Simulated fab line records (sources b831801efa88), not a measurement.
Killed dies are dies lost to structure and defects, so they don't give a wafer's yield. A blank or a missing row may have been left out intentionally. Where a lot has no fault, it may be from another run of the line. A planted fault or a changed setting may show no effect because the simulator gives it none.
Which tool is to blame?    flow sky130    Sampling: 14 lots, 42 wafers, 4 of 708 route steps

== WHAT THE GAUGES SHOWED, per wafer ==
SKY_VT_ADJUST_LVTN_TW_MEAS_21. Usual: for VT_ADJUST_LVTN_2_TW the level is 188.8 and the standard deviation is 1.9.
lot   measured      on             VT_ADJUST_LVTN_2_TW  flag
L328  day 7 22:51   film-metro-04  189.7 188.6 188.9    
L330  day 9 02:02   film-metro-03  187.7 186.5 186.7    
L332  day 9 05:47   film-metro-02  189.7 190.7 191.0    
L333  day 9 19:04   film-metro-03  186.5 186.7 187.4    
L334  day 10 10:19  film-metro-03  186.5 187.3 186.6    
L335  day 10 13:08  film-metro-04  188.0 188.8 188.4    
L338  day 11 01:18  film-metro-04  189.4 189.4 189.7    
L341  day 11 11:01  film-metro-03  185.8 187.6 185.5    
L346  day 13 05:56  film-metro-03  185.9 187.7 187.5    
L348  day 13 11:58  film-metro-02  191.6 191.6 191.4    
L347  day 13 12:38  film-metro-04  188.1 188.8 189.2    
L349  day 13 18:08  film-metro-02  191.6 191.3 191.7    
L350  day 13 20:50  film-metro-02  191.7 192.5 190.7    
L351  day 14 08:52  film-metro-03  188.0 188.4 186.5    

SKY_LDD_N_TW_MEAS_17. Usual: for LDD_N_TW the level is 2596 and the standard deviation is 23.
lot   measured      on             LDD_N_TW        flag
L328  day 18 00:23  film-metro-01  2575 2602 2580  
L330  day 19 09:19  film-metro-03  2540 2568 2553  
L332  day 19 15:58  film-metro-03  2548 2552 2569  
L333  day 20 11:32  film-metro-03  2582 2578 2561  
L334  day 21 09:50  film-metro-02  2628 2629 2629  
L335  day 21 14:19  film-metro-03  2588 2591 2590  
L338  day 22 02:27  film-metro-01  2596 2594 2608  
L341  day 22 13:22  film-metro-02  2624 2636 2624  
L348  day 24 20:46  film-metro-03  2563 2575 2562  
L349  day 25 14:55  film-metro-03  2572 2574 2569  
L350  day 25 15:25  film-metro-02  2607 2617 2599  
L351  day 26 00:38  film-metro-01  2586 2584 2586  

== WHICH TOOL RAN EACH LOT (tool, then ch and the chambers of the sampled wafers, then the start) ==
lot   SKY_SONOS_ONO_STRIP_17                SKY_POLY_GATE_DEVELOP_12
L328  plasma-asher-03 ch 0,1, day 13 00:46  litho-track-01 ch 0, day 16 14:00
L330  plasma-asher-01 ch 0,1, day 14 05:26  litho-track-02 ch 0, day 17 22:00
L332  plasma-asher-02 ch 0,1, day 14 12:01  litho-track-02 ch 0, day 18 06:00
L333  plasma-asher-03 ch 0,1, day 15 03:10  litho-track-02 ch 0, day 18 23:00
L334  plasma-asher-03 ch 0,1, day 15 19:39  litho-track-03 ch 0, day 19 23:00
L335  plasma-asher-02 ch 0,1, day 16 00:42  litho-track-02 ch 0, day 20 02:00
L338  plasma-asher-02 ch 0, day 16 14:26    litho-track-01 ch 0, day 20 16:00
L341  plasma-asher-02 ch 0,1, day 17 01:14  litho-track-03 ch 0, day 21 03:00
L346  plasma-asher-02 ch 0,1, day 19 04:58  litho-track-01, day 23 08:00
L348  plasma-asher-03 ch 1, day 19 12:32    litho-track-02 ch 0, day 23 12:00
L347  plasma-asher-02 ch 0,1, day 19 12:50  litho-track-01, day 23 15:00
L349  plasma-asher-02 ch 0, day 20 02:05    litho-track-03 ch 0, day 24 05:00
L350  plasma-asher-03 ch 0,1, day 20 02:20  litho-track-02 ch 0, day 24 06:00
L351  plasma-asher-03 ch 0,1, day 20 13:59  litho-track-02 ch 0, day 24 15:00
- SKY_SONOS_ONO_STRIP_17: strips in O2/N2.
- SKY_POLY_GATE_DEVELOP_12: develop time 60 s.

== AS READ BY THE TOOLS THEMSELVES (means over the sampled wafers that have a number; for cases with no such wafer, the mark the record gives instead) ==
SKY_SONOS_ONO_STRIP_17. Usual: drypump-motor-current-A 5.9 A, standard deviation 0.36; oes-product-au 0.709 a.u., standard deviation 0.0048; strip-time-to-endpoint-s 14.11 s, standard deviation 0.044.
lot   tool             drypump-motor-current-A (A)  oes-product-au (a.u.)  strip-time-to-endpoint-s (s)  flag
L328  plasma-asher-03  6.2                          0.711                  14.15                         
L330  plasma-asher-01  6.0                          0.709                  14.08                         
L332  plasma-asher-02  5.6                          0.711                  14.08                         
L333  plasma-asher-03  6.2                          0.703                  14.06                         
L334  plasma-asher-03  6.4                          0.710                  14.02                         
L335  plasma-asher-02  5.6                          0.708                  14.10                         
L338  plasma-asher-02  5.6                          0.707                  14.13                         
L341  plasma-asher-02  5.6                          0.711                  14.12                         
L346  plasma-asher-02  5.6                          0.708                  14.16                         
L348  plasma-asher-03  6.1                          0.711                  14.12                         
L347  plasma-asher-02  5.6                          0.706                  14.10                         
L349  plasma-asher-02  5.6                          0.712                  14.10                         
L350  plasma-asher-03  6.2                          0.709                  14.10                         
L351  plasma-asher-03  6.3                          0.713                  14.14                         

SKY_POLY_GATE_DEVELOP_12. Usual: chill-plate-temp-C 23.00 C, standard deviation 0.12.
lot   tool            chill-plate-temp-C (C)  flag
L328  litho-track-01  22.97                   
L330  litho-track-02  23.04                   
L332  litho-track-02  22.83                   
L333  litho-track-02  22.95                   
L334  litho-track-03  22.99                   
L335  litho-track-02  22.82                   
L338  litho-track-01  23.04                   
L341  litho-track-03  23.04                   
L346  litho-track-01  -                       OFF
L348  litho-track-02  23.18                   
L347  litho-track-01  -                       OFF
L349  litho-track-03  23.03                   
L350  litho-track-02  23.03                   
L351  litho-track-02  23.18                   

== THE ANSWER, worked out from the rows above alone ==
Rule: a lot is off if the mean of its wafers that have a number lies more than 3 standard deviations from the usual mean. Also off: a lot with no number at a reading for which 4 or more lots have one. All remaining lots with rows at the step are treated as sound. The gauges are gone through in route order, then the tools' own readings, and for those a lot's mean is taken as printed above. At the first step where some lot is off, the reading lying furthest off is the one used; lots without a number count as furthest.
Off: L346, L347, at SKY_POLY_GATE_DEVELOP_12 (chill-plate-temp-C). Without a number there: L346, L347.
A tool fits if, at that step or a process step before it, it ran every lot that is off, and no sound lot after the first of them. One candidate fits, namely litho-track-01 at SKY_POLY_GATE_DEVELOP_12. A fault onset in the window from L338 (day 20 16:00, its last sound lot) to L346 (day 23 08:00, its first lot off) fits.
Blank at SKY_POLY_GATE_DEVELOP_12 on the lots that are off, where sound lots have numbers: chill-plate-temp-C.

== WHAT THE SIMULATOR HAD INSERTED ==
Skipped step whole: litho-track-01, from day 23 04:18 on, at SKY_POLY_GATE_DEVELOP_12. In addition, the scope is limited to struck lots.
Shown lots that were struck: L346, L347. The rule above found the same.
